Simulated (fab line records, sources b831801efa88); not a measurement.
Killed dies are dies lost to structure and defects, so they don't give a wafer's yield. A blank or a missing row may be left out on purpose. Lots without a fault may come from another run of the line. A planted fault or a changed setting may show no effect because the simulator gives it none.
Which tool did it? | flow gf180mcu | 15 lots, 45 wafers sampled, at 6 steps of a route of 602

WHAT THE GAUGES READ, wafer by wafer
GF_NWELL_OVL_MEAS_07. Usual: NWELL_OVL 0.0 nm, standard deviation 1.8.
lot  | measured    | on         | NWELL_OVL (nm) | flag
L333 | day 3 09:41 | overlay-02 | 1.6 2.0 2.0    |
L334 | day 3 14:08 | overlay-02 | 2.0 0.5 -0.1   |
L335 | day 3 16:41 | overlay-02 | -0.1 0.0 -1.3  |
L336 | day 3 22:02 | overlay-02 | 1.0 0.0 1.1    |
L339 | day 4 15:20 | overlay-01 | -0.9 -0.6 0.5  |
L340 | day 4 21:58 | overlay-01 | 2.6 2.7 3.2    |
L344 | day 5 20:08 | overlay-01 | - - -          | OFF
L345 | day 5 23:56 | overlay-02 | - - -          | OFF
L346 | day 6 05:50 | overlay-01 | - - -          | OFF
L350 | day 7 04:05 | overlay-01 | -0.9 -0.1 -2.0 |
L351 | day 7 09:41 | overlay-01 | -2.4 -1.6 -2.9 |
L352 | day 7 14:29 | overlay-02 | -3.7 -2.3 -1.3 |
L354 | day 8 00:57 | overlay-01 | -0.2 -2.5 -1.7 |
L355 | day 8 06:46 | overlay-01 | -2.3 -3.4 -2.7 |
L356 | day 8 12:30 | overlay-02 | -1.1 -1.6 -0.5 |

GF_LVPWELL_TW_MEAS_11. Usual: LVPWELL_TW 556, standard deviation 4.
lot  | measured    | on            | LVPWELL_TW     | flag
L333 | day 3 22:19 | film_metro-02 | 562 561 563    |
L334 | day 4 03:11 | film_metro-02 | 560 562 559    |
L335 | day 4 06:14 | film_metro-02 | 564 559 561    |
L336 | day 4 12:12 | film_metro-04 | 553 555 554    |
L339 | day 5 05:58 | film_metro-03 | 553 552 554    |
L340 | day 5 12:38 | film_metro-03 | 551 550 551    |
L344 | day 6 11:35 | film_metro-03 | 1596 1585 1580 | OFF
L345 | day 6 15:41 | film_metro-02 | 1601 1594 1606 | OFF
L346 | day 6 21:36 | film_metro-04 | 1580 1585 1574 | OFF
L350 | day 7 20:41 | film_metro-03 | 552 547 552    |
L351 | day 8 01:56 | film_metro-04 | 554 552 554    |
L352 | day 8 07:09 | film_metro-03 | 554 555 553    |
L354 | day 8 17:57 | film_metro-03 | 553 555 554    |
L355 | day 8 23:38 | film_metro-03 | 553 555 554    |
L356 | day 9 05:52 | film_metro-03 | 549 552 555    |

GF_MVSD_TW_MEAS_11. Usual: MVSD_TW 1567, standard deviation 11.
lot  | measured     | on            | MVSD_TW        | flag
L333 | day 4 12:21  | film_metro-02 | 1579 1585 1587 |
L334 | day 4 16:40  | film_metro-04 | 1561 1549 1554 |
L335 | day 4 18:46  | film_metro-02 | 1591 1587 1594 |
L336 | day 5 01:48  | film_metro-02 | 1584 1576 1575 |
L339 | day 5 21:04  | film_metro-03 | 1562 1560 1557 |
L340 | day 6 03:40  | film_metro-03 | 1566 1567 1565 |
L344 | day 7 03:10  | film_metro-03 | 1949 1933 1934 | OFF
L345 | day 7 07:49  | film_metro-04 | 1942 1951 1943 | OFF
L346 | day 7 13:37  | film_metro-02 | 1969 1959 1970 | OFF
L350 | day 8 13:05  | film_metro-04 | 1564 1576 1560 |
L351 | day 8 18:28  | film_metro-03 | 1566 1567 1563 |
L352 | day 8 23:40  | film_metro-02 | 1574 1577 1567 |
L354 | day 9 11:25  | film_metro-02 | 1578 1592 1590 |
L355 | day 9 17:45  | film_metro-03 | 1546 1551 1555 |
L356 | day 10 00:14 | film_metro-04 | 1566 1561 1560 |

GF_V2_CD_MEAS_14: target cd 260 nm. Usual: cd_nm 260.1 nm, standard deviation 1.4.
lot  | measured     | on        | cd_nm (nm)        | flag
L333 | day 20 03:10 | cd_sem-02 | 260.0 260.6 259.2 |
L334 | day 20 14:49 | cd_sem-02 | 261.2 262.2 261.8 |
L335 | day 20 18:44 | cd_sem-01 | 262.6 262.1 262.2 |
L336 | day 20 22:49 | cd_sem-01 | 259.5 259.2 260.1 |
L339 | day 22 10:07 | cd_sem-01 | 259.4 257.4 258.9 |
L340 | day 22 21:26 | cd_sem-02 | 259.0 258.0 257.9 |
L344 | day 24 15:04 | cd_sem-02 | 262.4 261.6 262.1 |
L345 | day 24 16:05 | cd_sem-02 | 259.9 260.0 260.5 |
L346 | day 24 23:00 | cd_sem-01 | 257.4 257.6 257.7 |
L350 | day 26 07:01 | cd_sem-02 | 260.5 260.5 260.4 |
L351 | day 26 14:58 | cd_sem-02 | 260.0 260.0 258.9 |
L352 | day 26 18:51 | cd_sem-01 | 259.3 260.8 259.1 |
L354 | day 27 08:28 | cd_sem-01 | 262.1 263.8 261.7 |
L355 | day 27 14:31 | cd_sem-01 | 259.5 259.7 259.0 |
L356 | day 27 22:22 | cd_sem-02 | 260.0 258.7 258.8 |

WHICH TOOL RAN EACH LOT (tool, then ch and the chambers of the sampled wafers, then the start)
lot  | GF_NWELL_COAT_02                 | GF_M2_METAL_ETCH_16
L333 | litho_track-01 ch 0, day 3 02:57 | rie_metal-01 ch 0,1, day 19 01:43
L334 | litho_track-02 ch 0, day 3 06:58 | rie_metal-01 ch 1, day 19 13:23
L335 | litho_track-04 ch 0, day 3 10:17 | rie_metal-04 ch 0,1, day 19 17:24
L336 | litho_track-02 ch 0, day 3 15:34 | rie_metal-03 ch 0,1, day 19 21:33
L339 | litho_track-02 ch 0, day 4 08:38 | rie_metal-01 ch 0,1, day 21 08:56
L340 | litho_track-01 ch 0, day 4 14:34 | rie_metal-04 ch 0,1, day 21 20:23
L344 | litho_track-01, day 5 12:52      | rie_metal-03 ch 0,1, day 23 15:38
L345 | litho_track-02, day 5 17:08      | rie_metal-04 ch 0,1, day 23 16:16
L346 | litho_track-01, day 5 21:55      | rie_metal-01 ch 1, day 23 23:27
L350 | litho_track-02 ch 0, day 6 20:26 | rie_metal-01 ch 1, day 25 08:29
L351 | litho_track-02 ch 0, day 7 02:08 | rie_metal-03 ch 0,1, day 25 16:44
L352 | litho_track-04 ch 0, day 7 06:21 | rie_metal-04 ch 1, day 25 21:01
L354 | litho_track-04 ch 0, day 7 16:42 | rie_metal-04 ch 0,1, day 26 10:10
L355 | litho_track-01 ch 0, day 7 22:25 | rie_metal-03 ch 0,1, day 26 16:51
L356 | litho_track-04 ch 0, day 8 03:30 | rie_metal-03 ch 0,1, day 27 00:58
- GF_NWELL_COAT_02: resist thk 3000 nm.
- GF_M2_METAL_ETCH_16: etches the open film in Cl2/BCl3, stops on SiO2, target depth 627.5 nm, time 104.6 s.

WHAT THE TOOLS THEMSELVES READ (means of the sampled wafers that have a number; where no wafer has one, the mark that the record gives instead)
GF_NWELL_COAT_02. Usual: chill_plate_temp_C 23.03 C, standard deviation 0.11; dispense_pressure_kPa 49 kPa, standard deviation 3.2.
lot  | tool           | chill_plate_temp_C (C) | dispense_pressure_kPa (kPa) | flag
L333 | litho_track-01 | 23.03                  | 47                          |
L334 | litho_track-02 | 23.14                  | 54                          |
L335 | litho_track-04 | 22.94                  | 48                          |
L336 | litho_track-02 | 23.08                  | 54                          |
L339 | litho_track-02 | 22.90                  | 54                          |
L340 | litho_track-01 | 23.00                  | 47                          |
L344 | litho_track-01 | -                      | -                           | OFF
L345 | litho_track-02 | -                      | -                           | OFF
L346 | litho_track-01 | -                      | -                           | OFF
L350 | litho_track-02 | 23.04                  | 54                          |
L351 | litho_track-02 | 23.10                  | 54                          |
L352 | litho_track-04 | 23.05                  | 48                          |
L354 | litho_track-04 | 23.19                  | 48                          |
L355 | litho_track-01 | 23.06                  | 47                          |
L356 | litho_track-04 | 22.96                  | 48                          |

GF_M2_METAL_ETCH_16. Usual: drypump_motor_current_A 5.7 A, standard deviation 0.42; oes_product_au 0.971 a.u., standard deviation 0.0057; throttle_valve_pct 28.251 %, standard deviation 0.0096.
lot  | tool         | drypump_motor_current_A (A) | oes_product_au (a.u.) | throttle_valve_pct (%) | flag
L333 | rie_metal-01 | 5.7                         | 0.974                 | 28.246                 |
L334 | rie_metal-01 | 5.3                         | 0.973                 | 28.247                 |
L335 | rie_metal-04 | 6.1                         | 0.973                 | 28.242                 |
L336 | rie_metal-03 | 5.5                         | 0.965                 | 28.264                 |
L339 | rie_metal-01 | 5.5                         | 0.975                 | 28.238                 |
L340 | rie_metal-04 | 6.4                         | 0.967                 | 28.254                 |
L344 | rie_metal-03 | 5.5                         | 0.971                 | 28.258                 |
L345 | rie_metal-04 | 6.4                         | 0.970                 | 28.252                 |
L346 | rie_metal-01 | 5.2                         | 0.965                 | 28.249                 |
L350 | rie_metal-01 | 5.2                         | 0.970                 | 28.256                 |
L351 | rie_metal-03 | 5.6                         | 0.970                 | 28.255                 |
L352 | rie_metal-04 | 5.9                         | 0.973                 | 28.253                 |
L354 | rie_metal-04 | 6.4                         | 0.976                 | 28.255                 |
L355 | rie_metal-03 | 5.5                         | 0.976                 | 28.250                 |
L356 | rie_metal-03 | 5.6                         | 0.972                 | 28.247                 |

THE ANSWER, worked out from the rows above alone
Rule: a lot is off if the mean of its wafers that have a number lies more than 3 standard deviations from the usual mean. A lot without any number at a reading at which 4 lots or more have one is off too. The other lots that the step has rows for count as sound. The gauges are gone through in route order, then the tools' own readings, and for those a lot's mean is taken as printed above. The first step at which some lot is off is used, and at that step the reading that is off furthest; a lot without a number counts as furthest.
Off: L344, L345, L346, at GF_NWELL_OVL_MEAS_07 (NWELL_OVL). Without a number there: L344, L345, L346.
A tool fits if, at a process step before that reading, it ran every lot that is off, and no sound lot after the first of them. The gauges at GF_NWELL_OVL_MEAS_07 aren't tried: what is off there is off at GF_LVPWELL_TW_MEAS_11 too, on other tools, and a gauge's error can't cause that. None of those tried fits.

WHAT THE SIMULATOR HAD PUT IN
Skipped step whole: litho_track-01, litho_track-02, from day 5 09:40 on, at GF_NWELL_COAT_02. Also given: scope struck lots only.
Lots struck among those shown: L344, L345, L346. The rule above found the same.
